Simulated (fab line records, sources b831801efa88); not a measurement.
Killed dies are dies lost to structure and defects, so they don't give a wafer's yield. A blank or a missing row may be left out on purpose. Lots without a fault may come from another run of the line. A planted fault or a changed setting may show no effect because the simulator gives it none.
fab line records | flow sky130
record lots=24 wafers=72 last_day=50
route steps=708 shown CONTACT@429 METAL2@483 METAL3@535 CAPM@541 METAL5@664
lots that met no fault: from a run of the same line without faults
start_h: hours from the record's first day to the start of the lot's first wafer shown | wait_h: hours since the lot's step before | " the same as in the row above | L1.1+2: a row that stands for several wafers | - no value, or no start given | * or withheld: withheld | < > ~ a bound
route shown NAME@n: a module of which the file shows steps, and the number in the route of the first | usual: mean/standard deviation of fault-free wafers | same: alike in all rows | chamber/n: place in a boat | sites: the reading at each site | _std_site: their standard deviation | _edge_site: outer sites' mean less inner sites' | radius_mm: how far each site lies from the wafer's centre | mask NAME#n: copy n | behind: the tool/chamber that last shaped the wafer | hold: why the lot was held/for how many hours/how that ended | device: the transistor (n, p or np) that didn't switch | end of line: the same wafers' tests at the end of the route | a step without rows: its recipe alone | killed: dies lost to structure and defects at the first sort, not the wafer's yield | map: a wafer's dies, x killed, . not, _ none there
set.NAME: the setting as run; set.NAME@STEP: as run at that earlier step | model.NAME: the simulator's own value behind a step, which no gauge read
steps of the route over a sample of lots; a table a step, a row a wafer
services: from which hour (start_h, from the record's first day; less than 0 if before it) a tool's chamber was out of use, for how many hours, and why
## steps
# step SKY_CONTACT_SPUTTER_23
# recipe material=TiN target_thk_nm=20 chamber_pressure_pa=5 power_w=4000 time_s=80
# usual throttle_valve_pct=29.9/0.88
# columns lot.wafer tool chamber start_h wait_h throttle_valve_pct
L074.1 pvd_sputter-04 - 725.84 0.0 30.1
L074.4 " - " " 29.5
L074.6 " - " " 28.9
L075.2 pvd_sputter-04 - 743.38 0.0 29.8
L075.3 " - " " 29.1
L075.6 " - " " 30.1
L076.1 pvd_sputter-01 - 753.77 0.0 30.8
L076.3 " - " " 30.4
L076.6 " - " " 30.2
L077.1 pvd_sputter-04 - 761.35 0.0 29.6
L077.3 " - " " 28.8
L077.6 " - " " 29.4
L078.3 pvd_sputter-01 - 768.70 0.0 31.4
L078.4 " - " " 30.5
L078.6 " - " " 30.3
L079.1 pvd_sputter-04 - 779.07 0.0 30.0
L079.3 " - " " 28.8
L079.4 " - " " 29.5
L080.2 pvd_sputter-02 - 786.35 0.0 29.5
L080.3 " - " " 29.7
L080.4 " - " " 27.7
L082.1 pvd_sputter-01 - 801.57 0.0 31.5
L082.2 " - " " 30.7
L082.4 " - " " 30.2
L081.4 pvd_sputter-02 - 802.20 0.0 29.5
L081.5 " - " " 27.6
L081.6 " - " " 29.6
L083.2 pvd_sputter-01 - 806.63 0.0 30.2
L083.5 " - " " 30.3
L083.6 " - " " 31.5
L084.3 pvd_sputter-01 - 824.53 0.0 30.6
L084.4 " - " " 31.5
L084.5 " - " " 30.4
L085.1 pvd_sputter-04 - 826.76 0.0 29.4
L085.3 " - " " 28.9
L085.4 " - " " 30.1
L086.4 pvd_sputter-04 - 834.78 0.0 28.9
L086.5 " - " " 30.0
L086.6 " - " " 29.4
L087.1 pvd_sputter-04 - 843.92 0.0 29.1
L087.2 " - " " 29.8
L087.5 " - " " 30.0
L088.1 pvd_sputter-01 - 849.20 0.0 30.4
L088.2 " - " " 30.3
L088.3 " - " " 30.7
L089.2 pvd_sputter-02 - 860.22 0.0 29.3
L089.4 " - " " 27.7
L089.5 " - " " 29.8
L090.1 pvd_sputter-01 - 867.96 0.0 30.6
L090.3 " - " " 31.3
L090.5 " - " " 30.4
L091.2 pvd_sputter-01 - 869.37 0.0 30.3
L091.3 " - " " 30.6
L091.4 " - " " 30.3
L092.3 pvd_sputter-04 - 878.02 0.0 29.1
L092.4 " - " " 29.0
L092.6 " - " " 28.6
L093.1 pvd_sputter-01 - 882.26 0.0 31.6
L093.2 " - " " 30.0
L093.4 " - " " 30.4
L094.1 pvd_sputter-04 - 886.80 0.0 29.4
L094.2 " - " " 30.1
L094.4 " - " " 28.9
L095.3 pvd_sputter-01 - 891.61 0.0 30.3
L095.5 " - " " 30.4
L095.6 " - " " 30.5
L096.2 pvd_sputter-04 - 900.90 0.0 30.0
L096.4 " - " " 29.2
L096.6 " - " " 28.9
L097.1 pvd_sputter-04 - 907.83 0.0 29.9
L097.3 " - " " 29.7
L097.6 " - " " 30.1
# step SKY_METAL2_SPUTTER_00
# recipe material=Ti target_thk_nm=15 power_w=3000 time_s=10 chamber_pressure_pa=0.4
# usual throttle_valve_pct=29.8/1.1
# columns lot.wafer tool chamber start_h wait_h throttle_valve_pct
L074.1 pvd_sputter-02 - 783.64 0.2 28.9
L074.4 " - " " 29.5
L074.6 " - " " 29.9
L075.2 pvd_sputter-02 - 800.69 0.1 29.4
L075.3 " - " " 30.0
L075.6 " - " " 27.6
L076.1 pvd_sputter-01 - 811.29 0.2 30.6
L076.3 " - " " 30.1
L076.6 " - " " 31.7
L077.1 pvd_sputter-02 - 819.20 0.2 27.6
L077.3 " - " " 29.7
L077.6 " - " " 29.7
L078.3 pvd_sputter-03 - 825.66 0.2 30.2
L078.4 " - " " 30.7
L078.6 " - " " 31.6
L079.1 pvd_sputter-03 - 836.12 0.2 31.4
L079.3 " - " " 30.5
L079.4 " - " " 31.4
L080.2 pvd_sputter-02 - 843.68 0.2 29.2
L080.3 " - " " 29.5
L080.4 " - " " 27.8
L082.1 pvd_sputter-03 - 857.78 0.1 28.7
L082.2 " - " " 29.4
L082.4 " - " " 31.4
L081.4 pvd_sputter-02 - 858.17 0.2 29.3
L081.5 " - " " 28.9
L081.6 " - " " 29.9
L083.2 pvd_sputter-01 - 862.56 0.1 31.5
L083.5 " - " " 30.3
L083.6 " - " " 31.4
L084.3 pvd_sputter-01 - 880.20 0.1 30.2
L084.4 " - " " 30.3
L084.5 " - " " 30.6
L085.1 pvd_sputter-02 - 882.90 0.2 27.5
L085.3 " - " " 29.7
L085.4 " - " " 29.2
L086.4 pvd_sputter-03 - 891.10 0.1 30.5
L086.5 " - " " 29.0
L086.6 " - " " 30.4
L087.1 pvd_sputter-01 - 899.23 0.2 30.9
L087.2 " - " " 30.4
L087.5 " - " " 30.2
L088.1 pvd_sputter-03 - 903.91 0.1 31.5
L088.2 " - " " 28.6
L088.3 " - " " 29.2
L089.2 pvd_sputter-02 - 915.44 0.1 29.1
L089.4 " - " " 27.5
L089.5 " - " " 29.5
L090.1 pvd_sputter-02 - 921.99 0.2 29.0
L090.3 " - " " 29.7
L090.5 " - " " 29.6
L091.2 pvd_sputter-03 - 924.05 0.1 31.7
L091.3 " - " " 30.6
L091.4 " - " " 29.5
L092.3 pvd_sputter-01 - 931.94 0.2 30.4
L092.4 " - " " 30.3
L092.6 " - " " 30.2
L093.1 pvd_sputter-03 - 936.04 0.2 29.6
L093.2 " - " " 30.5
L093.4 " - " " 31.3
L094.1 pvd_sputter-03 - 940.52 0.1 30.2
L094.2 " - " " 31.4
L094.4 " - " " 29.4
L095.3 pvd_sputter-02 - 946.11 0.2 27.5
L095.5 " - " " 29.6
L095.6 " - " " 28.9
L096.2 pvd_sputter-02 - 954.45 0.1 29.6
L096.4 " - " " 29.5
L096.6 " - " " 27.7
L097.1 pvd_sputter-03 - 960.02 0.1 31.3
L097.3 " - " " 29.5
L097.6 " - " " 31.4
# step SKY_METAL2_SPUTTER_04
# recipe material=TiN target_thk_nm=70 power_w=6500 time_s=58.3 chamber_pressure_pa=0.4
# usual throttle_valve_pct=29.8/1.1
# columns lot.wafer tool chamber start_h wait_h throttle_valve_pct
L074.1 pvd_sputter-02 - 783.73 0.0 29.3
L074.4 " - " " 29.7
L074.6 " - " " 29.6
L075.2 pvd_sputter-02 - 800.78 0.0 29.1
L075.3 " - " " 29.6
L075.6 " - " " 27.6
L076.1 pvd_sputter-01 - 811.38 0.0 30.4
L076.3 " - " " 30.4
L076.6 " - " " 31.5
L077.1 pvd_sputter-02 - 819.29 0.0 27.7
L077.3 " - " " 29.5
L077.6 " - " " 29.4
L078.3 pvd_sputter-03 - 825.75 0.0 30.6
L078.4 " - " " 30.2
L078.6 " - " " 31.3
L079.1 pvd_sputter-03 - 836.22 0.0 31.4
L079.3 " - " " 30.6
L079.4 " - " " 31.2
L080.2 pvd_sputter-02 - 843.77 0.0 28.7
L080.3 " - " " 29.5
L080.4 " - " " 27.9
L082.1 pvd_sputter-03 - 857.88 0.0 28.9
L082.2 " - " " 29.7
L082.4 " - " " 31.5
L081.4 pvd_sputter-02 - 858.26 0.0 29.8
L081.5 " - " " 28.9
L081.6 " - " " 29.7
L083.2 pvd_sputter-01 - 862.65 0.0 31.4
L083.5 " - " " 30.6
L083.6 " - " " 31.5
L084.3 pvd_sputter-01 - 880.29 0.0 30.2
L084.4 " - " " 30.3
L084.5 " - " " 30.3
L085.1 pvd_sputter-02 - 882.99 0.0 27.8
L085.3 " - " " 29.7
L085.4 " - " " 28.9
L086.4 pvd_sputter-03 - 891.19 0.0 30.3
L086.5 " - " " 28.8
L086.6 " - " " 30.3
L087.1 pvd_sputter-01 - 899.32 0.0 30.8
L087.2 " - " " 29.9
L087.5 " - " " 30.2
L088.1 pvd_sputter-03 - 904.00 0.0 31.3
L088.2 " - " " 28.7
L088.3 " - " " 29.6
L089.2 pvd_sputter-02 - 915.53 0.0 28.9
L089.4 " - " " 27.6
L089.5 " - " " 29.5
L090.1 pvd_sputter-02 - 922.08 0.0 29.3
L090.3 " - " " 29.9
L090.5 " - " " 29.8
L091.2 pvd_sputter-03 - 924.14 0.0 31.2
L091.3 " - " " 30.0
L091.4 " - " " 29.5
L092.3 pvd_sputter-01 - 932.03 0.0 30.5
L092.4 " - " " 30.3
L092.6 " - " " 30.2
L093.1 pvd_sputter-03 - 936.13 0.0 29.5
L093.2 " - " " 30.6
L093.4 " - " " 31.4
L094.1 pvd_sputter-03 - 940.61 0.0 30.4
L094.2 " - " " 31.4
L094.4 " - " " 29.7
L095.3 pvd_sputter-02 - 946.20 0.0 27.6
L095.5 " - " " 29.6
L095.6 " - " " 29.1
L096.2 pvd_sputter-02 - 954.54 0.0 29.7
L096.4 " - " " 29.6
L096.6 " - " " 27.5
L097.1 pvd_sputter-03 - 960.11 0.0 31.2
L097.3 " - " " 29.7
L097.6 " - " " 31.5
# step SKY_METAL3_SPUTTER_03
# recipe material=Ti target_thk_nm=5 power_w=3000 time_s=3.3 chamber_pressure_pa=0.4
# usual throttle_valve_pct=29.3/0.92
# columns lot.wafer tool chamber start_h wait_h throttle_valve_pct
L074.1 pvd_sputter-03 - 840.34 0.0 31.4
L074.4 " - " " 30.3
L074.6 " - " " 31.5
L075.2 pvd_sputter-02 - 856.75 0.0 29.6
L075.3 " - " " 27.8
L075.6 " - " " 29.6
L076.1 pvd_sputter-02 - 866.97 0.0 29.5
L076.3 " - " " 29.1
L076.6 " - " " 29.8
L077.1 pvd_sputter-02 - 874.84 0.0 29.4
L077.3 " - " " 29.8
L077.6 " - " " 29.2
L078.3 pvd_sputter-02 - 881.79 0.0 28.8
L078.4 " - " " 29.3
L078.6 " - " " 29.2
L079.1 pvd_sputter-02 - 891.37 0.0 29.3
L079.3 " - " " 29.1
L079.4 " - " " 27.7
L080.2 pvd_sputter-02 - 898.84 0.0 27.7
L080.3 " - " " 29.7
L080.4 " - " " 29.3
L082.1 pvd_sputter-02 - 911.88 0.0 29.4
L082.2 " - " " 27.6
L082.4 " - " " 30.0
L081.4 pvd_sputter-02 - 912.36 0.0 29.6
L081.5 " - " " 29.4
L081.6 " - " " 29.6
L083.2 pvd_sputter-02 - 917.25 0.0 29.9
L083.5 " - " " 27.8
L083.6 " - " " 29.2
L084.3 pvd_sputter-03 - 934.13 0.0 29.6
L084.4 " - " " 31.7
L084.5 " - " " 31.4
L085.1 pvd_sputter-04 - 935.60 0.0 29.8
L085.3 " - " " 29.3
L085.4 " - " " 29.0
L086.4 pvd_sputter-02 - 944.25 0.0 29.8
L086.5 " - " " 28.9
L086.6 " - " " 27.6
L087.1 pvd_sputter-04 - 952.19 0.0 28.9
L087.2 " - " " 29.1
L087.5 " - " " 28.7
L088.1 pvd_sputter-03 - 955.74 0.0 31.5
L088.2 " - " " 29.8
L088.3 " - " " 28.8
L089.2 pvd_sputter-02 - 967.77 0.0 29.3
L089.4 " - " " 29.3
L089.5 " - " " 29.6
L090.1 pvd_sputter-03 - 973.62 0.0 28.8
L090.3 " - " " 29.6
L090.5 " - " " 31.4
L091.2 pvd_sputter-02 - 974.69 0.0 29.8
L091.3 " - " " 27.6
L091.4 " - " " 29.6
L092.3 pvd_sputter-04 - 982.75 0.0 29.6
L092.4 " - " " 30.2
L092.6 " - " " 29.0
L093.1 pvd_sputter-04 - 987.62 0.0 30.0
L093.2 " - " " 29.2
L093.4 " - " " 28.9
L094.1 pvd_sputter-02 - 992.26 0.0 30.2
L094.2 " - " " 29.6
L094.4 " - " " 29.2
L095.3 pvd_sputter-02 - 997.10 0.0 29.2
L095.5 " - " " 29.0
L095.6 " - " " 27.6
L096.2 pvd_sputter-04 - 1004.27 0.0 29.6
L096.4 " - " " 28.8
L096.6 " - " " 29.3
L097.1 pvd_sputter-02 - 1010.83 0.0 27.4
L097.3 " - " " 29.6
L097.6 " - " " 29.7
# step SKY_CAPM_THK_MEAS_04
# recipe thk_meas_gauge=xrf reads=TiN_of_CAPM_SPUTTER_02
# usual CAPM_TIN_THK=197.9/2.2
# columns lot.wafer tool chamber start_h wait_h CAPM_TIN_THK[nm]
L074.1 film_metro-03 - 840.72 0.1 196.9
L074.4 " - " " 197.1
L074.6 " - " " 195.8
L075.2 film_metro-02 - 857.14 0.1 200.9
L075.3 " - " " 201.9
L075.6 " - " " 199.6
L076.1 film_metro-03 - 867.35 0.1 197.4
L076.3 " - " " 195.2
L076.6 " - " " 196.4
L077.1 film_metro-01 - 875.22 0.1 198.9
L077.3 " - " " 197.1
L077.6 " - " " 198.4
L078.3 film_metro-03 - 882.19 0.1 197.1
L078.4 " - " " 197.0
L078.6 " - " " 198.1
L079.1 film_metro-03 - 891.76 0.1 192.9
L079.3 " - " " 194.2
L079.4 " - " " 193.2
L080.2 film_metro-03 - 899.24 0.1 194.4
L080.3 " - " " 196.1
L080.4 " - " " 197.5
L082.1 film_metro-01 - 912.26 0.1 199.7
L082.2 " - " " 199.9
L082.4 " - " " 200.8
L081.4 film_metro-01 - 912.78 0.1 199.0
L081.5 " - " " 197.6
L081.6 " - " " 199.3
L083.2 film_metro-02 - 917.65 0.1 200.3
L083.5 " - " " 197.9
L083.6 " - " " 195.1
L084.3 film_metro-01 - 934.53 0.1 198.7
L084.4 " - " " 197.9
L084.5 " - " " 198.1
L085.1 film_metro-01 - 935.99 0.1 197.3
L085.3 " - " " 196.0
L085.4 " - " " 195.3
L086.4 film_metro-01 - 944.65 0.1 195.4
L086.5 " - " " 196.7
L086.6 " - " " 194.5
L087.1 film_metro-03 - 952.57 0.1 197.7
L087.2 " - " " 197.6
L087.5 " - " " 196.6
L088.1 film_metro-03 - 956.12 0.1 197.0
L088.2 " - " " 198.9
L088.3 " - " " 198.2
L089.2 film_metro-03 - 968.16 0.1 198.7
L089.4 " - " " 198.9
L089.5 " - " " 199.4
L090.1 film_metro-03 - 974.00 0.1 198.1
L090.3 " - " " 197.9
L090.5 " - " " 196.3
L091.2 film_metro-01 - 975.09 0.1 198.6
L091.3 " - " " 197.9
L091.4 " - " " 197.6
L092.3 film_metro-03 - 983.16 0.1 202.2
L092.4 " - " " 200.5
L092.6 " - " " 199.4
L093.1 film_metro-01 - 988.00 0.1 198.2
L093.2 " - " " 199.8
L093.4 " - " " 202.6
L094.1 film_metro-02 - 992.64 0.1 199.2
L094.2 " - " " 202.9
L094.4 " - " " 198.7
L095.3 film_metro-01 - 997.51 0.1 200.6
L095.5 " - " " 199.2
L095.6 " - " " 198.4
L096.2 film_metro-03 - 1004.66 0.1 198.3
L096.4 " - " " 197.3
L096.6 " - " " 198.9
L097.1 film_metro-02 - 1011.21 0.1 198.9
L097.3 " - " " 198.4
L097.6 " - " " 201.6
# step SKY_METAL5_SPUTTER_03
# recipe material=Ti target_thk_nm=5 power_w=3000 time_s=3.3 chamber_pressure_pa=0.4
# usual throttle_valve_pct=29.9/1.1
# columns lot.wafer tool chamber start_h wait_h throttle_valve_pct
L074.1 pvd_sputter-03 - 996.90 0.0 28.9
L074.4 " - " " 30.4
L074.6 " - " " 31.4
L075.2 pvd_sputter-01 - 1011.55 0.0 30.2
L075.3 " - " " 30.3
L075.6 " - " " 30.0
L076.1 pvd_sputter-02 - 1021.39 0.0 29.0
L076.3 " - " " 29.6
L076.6 " - " " 29.7
L077.1 pvd_sputter-03 - 1026.91 0.0 31.1
L077.3 " - " " 28.6
L077.6 " - " " 28.7
L078.3 pvd_sputter-03 - 1034.15 0.0 30.2
L078.4 " - " " 29.0
L078.6 " - " " 31.3
L079.1 pvd_sputter-01 - 1041.06 0.0 30.8
L079.3 " - " " 31.3
L079.4 " - " " 30.6
L080.2 pvd_sputter-02 - 1047.00 0.0 29.7
L080.3 " - " " 27.8
L080.4 " - " " 29.5
L082.1 pvd_sputter-02 - 1061.01 0.0 29.6
L082.2 " - " " 29.2
L082.4 " - " " 29.8
L081.4 pvd_sputter-01 - 1061.28 0.0 30.3
L081.5 " - " " 31.7
L081.6 " - " " 30.2
L083.2 pvd_sputter-02 - 1065.14 0.0 29.5
L083.5 " - " " 29.1
L083.6 " - " " 29.5
L084.3 pvd_sputter-03 - 1077.41 0.0 29.4
L084.4 " - " " 28.6
L084.5 " - " " 28.9
L085.1 pvd_sputter-02 - 1078.52 0.0 29.5
L085.3 " - " " 29.0
L085.4 " - " " 29.6
L086.4 pvd_sputter-01 - 1088.02 0.0 30.5
L086.5 " - " " 30.8
L086.6 " - " " 30.2
L087.1 pvd_sputter-01 - 1094.49 0.0 30.1
L087.2 " - " " 30.9
L087.5 " - " " 31.6
L088.1 pvd_sputter-01 - 1095.56 0.0 30.4
L088.2 " - " " 31.1
L088.3 " - " " 31.7
L089.2 pvd_sputter-02 - 1108.58 0.0 27.5
L089.4 " - " " 29.5
L089.5 " - " " 29.1
L090.1 pvd_sputter-02 - 1112.23 0.0 29.7
L090.3 " - " " 27.6
L090.5 " - " " 29.4
L091.2 pvd_sputter-03 - 1114.41 0.0 31.4
L091.3 " - " " 29.5
L091.4 " - " " 28.6
L092.3 pvd_sputter-03 - 1119.95 0.0 30.3
L092.4 " - " " 31.1
L092.6 " - " " 30.4
L093.1 pvd_sputter-03 - 1125.59 0.0 30.4
L093.2 " - " " 29.5
L093.4 " - " " 30.3
L094.1 pvd_sputter-01 - 1127.76 0.0 30.5
L094.2 " - " " 31.5
L094.4 " - " " 30.2
L095.3 pvd_sputter-02 - 1132.46 0.0 29.6
L095.5 " - " " 29.0
L095.6 " - " " 27.6
L096.2 pvd_sputter-03 - 1138.85 0.0 29.5
L096.4 " - " " 28.9
L096.6 " - " " 29.7
L097.1 pvd_sputter-02 - 1143.45 0.0 29.7
L097.3 " - " " 27.6
L097.6 " - " " 27.6
## services
# columns tool chamber start_h hours kind
pvd_sputter-02 - 721.29 0.9 repair
pvd_sputter-02 - 739.33 5.9 repair
pvd_sputter-04 - 756.06 1.0 repair
pvd_sputter-04 - 769.78 1.7 repair
pvd_sputter-02 - 770.39 3.0 repair
pvd_sputter-04 - 798.26 5.9 repair
pvd_sputter-04 - 811.54 4.9 repair
pvd_sputter-04 - 816.81 1.2 repair
pvd_sputter-02 - 849.06 1.5 repair
pvd_sputter-04 - 851.12 7.5 repair
pvd_sputter-03 - 891.68 1.9 repair
pvd_sputter-02 - 930.75 5.9 repair
pvd_sputter-04 - 943.24 5.2 repair
pvd_sputter-04 - 945.85 2.0 repair
pvd_sputter-02 - 970.92 0.8 repair
pvd_sputter-01 - 1007.24 0.7 repair
pvd_sputter-02 - 1012.24 4.2 repair
pvd_sputter-02 - 1036.83 2.9 repair
pvd_sputter-04 - 1046.41 2.3 repair
pvd_sputter-02 - 1079.05 4.1 repair
pvd_sputter-04 - 1079.33 1.2 repair
pvd_sputter-04 - 1088.94 0.6 repair
pvd_sputter-04 - 1111.27 3.3 repair
pvd_sputter-02 - 1137.35 3.4 repair
## key
fault none
